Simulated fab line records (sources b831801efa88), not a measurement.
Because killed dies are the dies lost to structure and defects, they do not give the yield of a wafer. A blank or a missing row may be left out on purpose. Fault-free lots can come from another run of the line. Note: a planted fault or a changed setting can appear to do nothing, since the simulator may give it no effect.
A struck lot beside a sound one | flow sky130 | 17 steps out of a route of 708
Sound: wafers L378.3, L378.5, L378.6. Struck: wafer L377.1 (L377.2, L377.4, from the same lot, were not struck and are left out); the cause is given at the end.
Per side, at each step with rows, come the tool, then ch with its chambers, and then its first start. Under that, the readings that differ: sound wafers | struck wafers | difference of the means | sigmas: that difference in standard deviations of wafers without a fault.
alike: readings whose means differ by less than 2 such deviations, and words and numbers that are the same on both sides. not compared: withheld readings, readings that some wafer has no value for, bounds like >300 that may hide the same value, and numbers for which the record gives no deviation and whose values overlap.
The two part at a step that has a row with sigmas, a row that says differs or no value, or rows on one side only. When numbers do not overlap yet have no deviation, they are printed without sigmas and do not part them. A reading missing from all wafers of one side parts the sides only when that side holds two or more wafers.

first, 2 steps without rows for these wafers: SKY_CONTACT_PEB_12; SKY_CONTACT_DEVELOP_13 (develop time 60 s).
SKY_CONTACT_CD_MEAS_14 targets a cd of 170 nm.
  sound on cd-sem-01 at day 37 00:31; struck on cd-sem-02 at day 36 09:16
  reading    | sound             | struck | difference | sigmas
  cd-nm (nm) | 171.8 172.6 172.2 | 168.1  | -4.1       | -3
SKY_CONTACT_OVL_MEAS_15:
  sound on overlay-02 at day 37 00:37; struck on overlay-01 at day 36 09:23
  alike: CONTACT_OVL
then, 1 step without rows for these wafers: SKY_CONTACT_ETCH_16 (etches BARC in N2/H2, stops on SiO2, time 45.9 s, target depth 60 nm).
SKY_CONTACT_ETCH_17: etches SiO2 in C4F8/O2/Ar, stops on Si3N4, target depth 340 nm.
  sound on rie-diel-01 ch 0,1,3, day 37 00:41; struck on rie-diel-01 ch 1, day 36 09:28
  alike: chamber-pressure-mTorr, oes-product-au, rf-fwd-power-W
SKY_CONTACT_ETCH_18: etches Si3N4 in CHF3/O2, stops on TiN, time 39 s, target depth 75 nm.
  sound: rie-diel-01 ch 0,1,3; struck: rie-diel-01 ch 1
  alike: chamber-pressure-mTorr, drypump-motor-current-A, oes-product-au, rf-fwd-power-W, throttle-valve-pct
  not compared: rf-hours-counter-h
SKY_CONTACT_STRIP_19: strips in O2/N2.
  sound on plasma-asher-02 ch 0,1, day 37 00:48; struck on plasma-asher-01 ch 0, day 36 09:34
  reading                      | sound             | struck | difference                   | sigmas
  rf-hours-counter-h (h)       | - - -             | 40     | no value on the sound wafers |
  strip-time-to-endpoint-s (s) | 3.670 3.660 3.596 | 3.583  | -0.059                       | -2
  alike: chamber-pressure-mTorr, drypump-motor-current-A, oes-product-au
then, 3 steps without rows for these wafers: SKY_CONTACT_STRIP_20 (strips in post etch residue remover, time 1200 s); SKY_CONTACT_CLEAN_21 (cleans in IPA, time 180 s); SKY_CONTACT_CLEAN_22 (cleans in O3/DIW).
SKY_CONTACT_SPUTTER_23: material TiN, target thk 20 nm, time 80 s.
  sound on pvd-sputter-03 at day 37 01:22; struck on pvd-sputter-04 at day 36 10:09
  alike: throttle-valve-pct
SKY_CONTACT_CVD_24: deposits W, target thk 340 nm, time 102.12 s.
  sound on cvd-w-02 ch 0,1, day 37 01:28; struck on cvd-w-01 ch 0, day 36 10:14
  reading                               | sound             | struck | difference | sigmas
  model.W_of_CONTACT_CVD_24.thk-nm (nm) | 333.4 335.6 330.7 | 249.3  | -83.9      |
  alike: heater-power-w
SKY_CONTACT_RS_MEAS_25: a four-point-probe measurement.
  sound on film-metro-02 at day 37 01:34; struck on film-metro-01 at day 36 10:43
  reading               | sound             | struck | difference | sigmas
  CONTACT_W_RS (ohm/sq) | 0.345 0.342 0.347 | 0.462  | +0.117     | +37
  not compared: hold
SKY_CONTACT_THK_MEAS_26: measures by xrf.
  sound on film-metro-02 at day 37 01:40; struck on film-metro-01 at day 36 12:16
  reading            | sound       | struck | difference | sigmas
  CONTACT_W_THK (nm) | 328 328 324 | 245    | -82        | -22
  not compared: hold
SKY_CONTACT_CMP_27: polishes, stops on SiO2, t overpolish 15 s, target thk 0 nm.
  sound on cmp-02 ch 1,2, day 37 01:46; struck on cmp-02 ch 2, day 36 18:49
  reading                | sound    | struck                   | difference                   | sigmas
  hold                   | - - -    | await-dispo/6.5h/release | no value on the sound wafers |
  time-to-endpoint-s (s) | 79 79 79 | 62                       | -17                          | -5
  alike: motor-current-A
SKY_METAL1_SPUTTER_00: material Ti, target thk 15 nm, time 10 s.
  sound on pvd-sputter-01 at day 37 02:01; struck on pvd-sputter-04 at day 36 19:07
  alike: throttle-valve-pct

== WHERE THEY PART ==
First at SKY_CONTACT_CD_MEAS_14; last, within this record, at SKY_CONTACT_CMP_27. Later steps at which nothing parts them and some readings are alike: SKY_METAL1_SPUTTER_00.

WHY: whatever the simulator had introduced
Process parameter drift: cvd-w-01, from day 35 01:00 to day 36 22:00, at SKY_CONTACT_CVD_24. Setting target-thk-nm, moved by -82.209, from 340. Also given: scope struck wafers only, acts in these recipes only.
